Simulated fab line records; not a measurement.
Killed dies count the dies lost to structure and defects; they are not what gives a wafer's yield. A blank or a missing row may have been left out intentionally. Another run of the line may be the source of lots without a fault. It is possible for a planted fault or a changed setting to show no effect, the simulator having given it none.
Chamber matching || flow gf180mcu || 3 sister chambers for GF_V3_CVD_02 on pecvd-03
The step deposits SiO2 from TEOS, target thk 850 nm, time 96.61 s. 3 wafers are shown with their chamber, then 10 later ones without.

== WAFERS WITH THEIR CHAMBER ==
{"wafer": "L088.6", "chamber": 0, "heater-power-w (W)": 735}
{"wafer": "L089.1", "chamber": 1, "heater-power-w (W)": 726}
{"wafer": "L089.2", "chamber": 2, "heater-power-w (W)": 625}

== WAFERS WITHOUT THEIR CHAMBER ==
{"wafer": "L089.5", "heater-power-w (W)": 753}
{"wafer": "L092.1", "heater-power-w (W)": 708}
{"wafer": "L092.2", "heater-power-w (W)": 738}
{"wafer": "L092.5", "heater-power-w (W)": 739}
{"wafer": "L094.2", "heater-power-w (W)": 807}
{"wafer": "L094.3", "heater-power-w (W)": 607}
{"wafer": "L094.5", "heater-power-w (W)": 657}
{"wafer": "L097.4", "heater-power-w (W)": 759}
{"wafer": "L097.5", "heater-power-w (W)": 706}
{"wafer": "L097.6", "heater-power-w (W)": 537}

== CHAMBER TAKEN BY EACH ==
{"wafer": "L089.5", "from the rows above": "can't be placed: 0 or 1", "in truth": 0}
{"wafer": "L092.1", "from the rows above": "can't be placed: 1 or 0 or 2", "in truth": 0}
{"wafer": "L092.2", "from the rows above": "can't be placed: 0 or 1", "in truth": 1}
{"wafer": "L092.5", "from the rows above": "can't be placed: 0 or 1", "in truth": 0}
{"wafer": "L094.2", "from the rows above": "can't be placed: 0 or 1", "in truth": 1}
{"wafer": "L094.3", "from the rows above": 2, "in truth": 2}
{"wafer": "L094.5", "from the rows above": "can't be placed: 2 or 1 or 0", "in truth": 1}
{"wafer": "L097.4", "from the rows above": "can't be placed: 0 or 1", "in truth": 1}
{"wafer": "L097.5", "from the rows above": "can't be placed: 1 or 0 or 2", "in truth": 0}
{"wafer": "L097.6", "from the rows above": 2, "in truth": 2}
Correctly placed: 2 of 10. Not placeable from these rows: 8 (in 8, the candidates include the true chamber). Number placed wrongly: 0.
How it was worked out, from the rows above alone: a wafer's distance from a chamber is the root of the sum, over the readings, of the square of ((its reading less the chamber's mean) divided by the reading's scatter). The wafer belongs to the nearest chamber; if the next one is less than 2 further off, it can't be placed. The mean given for a chamber averages the wafers shown for that chamber. The scatter (one wafer shown for each chamber): square how far every hidden wafer sits from the nearest shown wafer, average those squares and take the square root.
